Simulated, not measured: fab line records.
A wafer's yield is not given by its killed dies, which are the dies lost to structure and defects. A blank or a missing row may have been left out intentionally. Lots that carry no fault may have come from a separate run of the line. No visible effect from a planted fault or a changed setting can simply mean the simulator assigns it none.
Which tool was responsible?	flow sky130	Sampling: 11 lots, 33 wafers, 5 of 708 route steps

## WHAT THE GAUGES READ, wafer by wafer
SKY_VT_ADJUST_HVTP_CD_MEAS_07: target cd 380 nm.
lot	measured	on	cd_nm (nm)
L968	day 6 20:34	cd_sem-02	376 379 381
L970	day 7 10:59	cd_sem-02	380 380 379
L972	day 8 01:05	cd_sem-01	376 375 374
L973	day 8 06:17	cd_sem-01	- - -
L982	day 10 12:26	cd_sem-01	379 379 375
L983	day 10 18:19	cd_sem-01	379 378 375
L984	day 11 01:34	cd_sem-01	386 384 383
L985	day 11 07:16	cd_sem-01	376 372 375
L986	day 11 16:49	cd_sem-01	383 381 381
L987	day 12 03:53	cd_sem-02	382 381 381
L988	day 12 11:48	cd_sem-02	384 383 386

SKY_VT_ADJUST_HVTP_TW_MEAS_11.
lot	measured	on	VT_ADJUST_HVTP_TW
L968	day 6 20:58	film_metro-03	1335 1336 1340
L970	day 7 11:24	film_metro-01	1372 1366 1365
L972	day 8 01:30	film_metro-03	1346 1340 1342
L973	day 8 06:41	film_metro-01	30 30 30
L982	day 10 12:50	film_metro-04	1346 1355 1355
L983	day 10 18:43	film_metro-03	1348 1348 1346
L984	day 11 01:58	film_metro-04	1351 1363 1359
L985	day 11 07:40	film_metro-01	1374 1374 1372
L986	day 11 17:13	film_metro-01	1374 1376 1378
L987	day 12 04:18	film_metro-01	1357 1374 1376
L988	day 12 12:12	film_metro-01	1376 1365 1360

SKY_VT_ADJUST_LVTN_TW_MEAS_10.
lot	measured	on	VT_ADJUST_LVTN_TW
L968	day 7 16:28	film_metro-02	238.6 238.7 238.7
L970	day 8 07:04	film_metro-04	240.8 240.9 239.9
L972	day 8 23:14	film_metro-01	245.3 245.7 246.3
L973	day 9 04:29	film_metro-02	1361.4 1358.2 1355.0
L982	day 11 11:57	film_metro-02	242.2 241.4 240.8
L983	day 11 18:25	film_metro-01	244.2 245.9 244.7
L984	day 12 01:37	film_metro-01	245.6 243.5 243.8
L985	day 12 06:45	film_metro-04	241.2 240.9 241.2
L986	day 12 17:18	film_metro-02	239.9 240.9 239.3
L987	day 13 05:34	film_metro-04	241.6 241.9 241.6
L988	day 13 13:40	film_metro-02	239.9 240.3 241.2

SKY_LOCAL_INTERCONNECT_CD_MEAS_11: target cd 170 nm.
lot	measured	on	cd_nm (nm)
L968	day 31 14:08	cd_sem-01	165.4 168.7 167.0
L970	day 32 09:22	cd_sem-02	169.1 170.0 168.6
L972	day 33 01:59	cd_sem-01	171.9 171.5 172.0
L973	day 33 09:53	cd_sem-01	168.4 170.1 168.7
L982	day 35 21:26	cd_sem-01	166.5 166.7 166.9
L983	day 36 08:17	cd_sem-02	169.4 168.8 168.5
L984	day 36 13:03	cd_sem-02	169.5 170.1 169.4
L985	day 36 22:21	cd_sem-01	167.9 166.2 168.7
L986	day 37 07:06	cd_sem-02	168.8 167.9 166.7
L987	day 37 18:17	cd_sem-02	169.0 168.6 167.2
L988	day 38 01:13	cd_sem-01	170.1 171.0 169.5

## WHICH TOOL RAN EACH LOT (tool, then ch and the chambers of the sampled wafers, then the start)
lot	SKY_VT_ADJUST_HVTP_EXPOSE_04
L968	iline_stepper-01 ch 0, day 6 11:54
L970	iline_stepper-02 ch 0, day 7 01:05
L972	iline_stepper-01 ch 0, day 7 15:49
L973	iline_stepper-02 ch 0, day 7 19:55
L982	iline_stepper-01 ch 0, day 10 00:55
L983	iline_stepper-02 ch 0, day 10 07:37
L984	iline_stepper-01 ch 0, day 10 13:47
L985	iline_stepper-01 ch 0, day 10 20:05
L986	iline_stepper-02 ch 0, day 11 05:28
L987	iline_stepper-01 ch 0, day 11 16:19
L988	iline_stepper-02 ch 0, day 12 00:35
- SKY_VT_ADJUST_HVTP_EXPOSE_04: exposes mask HVTPM, target cd 380 nm.

## WHAT THE TOOLS THEMSELVES READ (means of the sampled wafers that have a number; where no wafer has one, the mark that the record gives instead)
The record holds no such reading with a usual standard deviation.

## THE ANSWER, worked out from the rows above alone
Rule: the usual values come from the lots themselves. The widest of any qualifying gaps counts: lots, ordered by their means at a reading, are off when they make up no more than a third of the lots, leave a main group of 4 or more, and stand apart from it by 3 or more times the standard deviation of that group's means. Not used: any main group whose means are identical at the precision the tables above print for the reading. A lot without any number at a reading at which 4 lots or more have one is off too. Where the step has rows for the other lots, those lots are counted as sound. The gauges are gone through in route order, then the tools' own readings, and for those a lot's mean is taken as printed above. The first step at which some lot is off is used, and at that step the reading that is off furthest; a lot without a number counts as furthest.
Off: L973, at SKY_VT_ADJUST_HVTP_CD_MEAS_07 (cd_nm). Without a number there: L973. Main group: mean 379 nm, sd 3.3.
A tool fits if, at a process step before that reading, it ran every lot that is off, and no sound lot after the first of them. The gauges at SKY_VT_ADJUST_HVTP_CD_MEAS_07 aren't tried: what is off there is off at SKY_VT_ADJUST_HVTP_TW_MEAS_11 too, on other tools, and a gauge's error can't cause that. No candidate that was tried fits.

## WHAT THE SIMULATOR HAD PUT IN
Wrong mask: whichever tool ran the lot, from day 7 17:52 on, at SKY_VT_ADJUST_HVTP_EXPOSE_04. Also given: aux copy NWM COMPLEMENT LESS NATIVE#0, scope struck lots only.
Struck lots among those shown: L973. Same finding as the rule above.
